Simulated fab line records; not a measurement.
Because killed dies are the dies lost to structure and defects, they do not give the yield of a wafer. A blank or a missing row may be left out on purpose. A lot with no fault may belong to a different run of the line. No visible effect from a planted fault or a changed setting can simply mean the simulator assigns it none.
A struck lot beside a sound one	flow gf180mcu	15 steps out of a route of 602
Sound: these wafers, L863.2, L863.4, L863.5. Wafers struck: L870.3, L870.4, L870.5. The cause comes at the end.
At each step with rows: each side's tool, then ch and its chambers, then its first start. Under that, the readings that differ: sound wafers	struck wafers	difference of the means	sigmas: that difference in standard deviations of wafers without a fault.
alike: words and numbers the same on both sides, and readings whose means are apart by under 2 such deviations; not compared: readings that were withheld, readings missing a value for some wafer, numbers with overlapping values and no deviation given by the record, and bounds like >300 which may hide the same value.
The two part at a step that has a row with sigmas, a row that says differs or no value, or rows on one side only. Numbers that have no deviation but don't overlap get no sigmas and don't part them. A reading that every wafer of one side lacks parts them only if that side has two wafers or more.

GF_V2_OVL_MEAS_15:
  struck on overlay-01, day 25 09:56; sound on overlay-01, day 23 01:08
  alike: V2_OVL
GF_V2_ETCH_16: etches BARC in N2/H2.
  sound on rieDiel-04 ch 0,2, day 23 01:10; struck on rieDiel-04 ch 1,2, day 25 09:58
  alike: drypumpMotorCurrentA, oesProductAu, throttleValvePct
then, 5 steps without rows for these wafers: GF_V2_ETCH_17 (etches SiO2 in C4F8/O2/Ar, stops on TiN, target depth 630 nm); GF_V2_STRIP_18 (strips in O2/N2); GF_V2_STRIP_19 (strips in post etch residue remover, time 1200 s); GF_V2_CLEAN_20 (cleans in DIW); GF_V2_SPUTTER_21 (material Ti, target thk 15 nm, time 80.02 s).
GF_V2_SPUTTER_22: material TiN, target thk 10 nm, time 40 s.
  struck on pvdSputter-02, day 25 10:41; sound on pvdSputter-02, day 23 01:55
  alike: cathodeDcPowerW, throttleValvePct
GF_V2_CVD_23: deposits W, target thk 350 nm, time 104.94 s.
  sound on cvdW-01 ch 1, day 23 01:58; struck on cvdW-02 ch 0,1, day 25 10:46
  alike: heaterPowerW
GF_V2_RS_MEAS_24: uses a four-point probe to measure.
  struck on filmMetro-03, day 25 10:53; sound on filmMetro-01, day 23 02:05
reading	sound	struck	difference	sigmas
V2_W_RS (ohm/sq)	0.322 0.320 0.324	0.340 0.328 0.335	+0.012	+3
GF_V2_THK_MEAS_25: measures by xrf.
  struck on filmMetro-03, day 25 10:59; sound on filmMetro-01, day 23 02:12
reading	sound	struck	difference	sigmas
V2_W_THK (nm)	350 355 348	328 339 336	-17	-3
GF_V2_CMP_26: polishes, stops on SiO2, t overpolish 15 s, target thk 0 nm.
  sound on cmp-02 ch 1,3, day 23 02:18; struck on cmp-01 ch 0,2,3, day 25 11:04
  alike: motorCurrentA, overpolishRunS, timeToEndpointS
GF_M3_SPUTTER_00: material Ti, target thk 37.5 nm, time 150 s.
  struck on pvdSputter-03, day 25 11:19; sound on pvdSputter-04, day 23 02:33
reading	sound	struck	difference	sigmas
cathodeDcPowerW (W)	4000.3 4000.7 3999.3	4989.2 4990.6 4989.6	+989.7	+99 or more
model.Ti_of_M3_SPUTTER_00.thkNm (nm)	36.77 37.1 36.72	46.62 46.26 45.49	+9.26	
  alike: throttleValvePct
GF_M3_SPUTTER_01: material TiN, target thk 30 nm, time 25 s.
  struck on pvdSputter-03, day 25 11:25; sound on pvdSputter-04, day 23 02:39
  alike: cathodeDcPowerW, throttleValvePct
then, 1 step without rows for these wafers: GF_PASSIVATION_PROBE_99.

## WHERE THEY PART
First at GF_V2_RS_MEAS_24; last, within this record, at GF_M3_SPUTTER_00. Later steps at which nothing parts them and some readings are alike: GF_M3_SPUTTER_01.

WHY: what the simulator had put in
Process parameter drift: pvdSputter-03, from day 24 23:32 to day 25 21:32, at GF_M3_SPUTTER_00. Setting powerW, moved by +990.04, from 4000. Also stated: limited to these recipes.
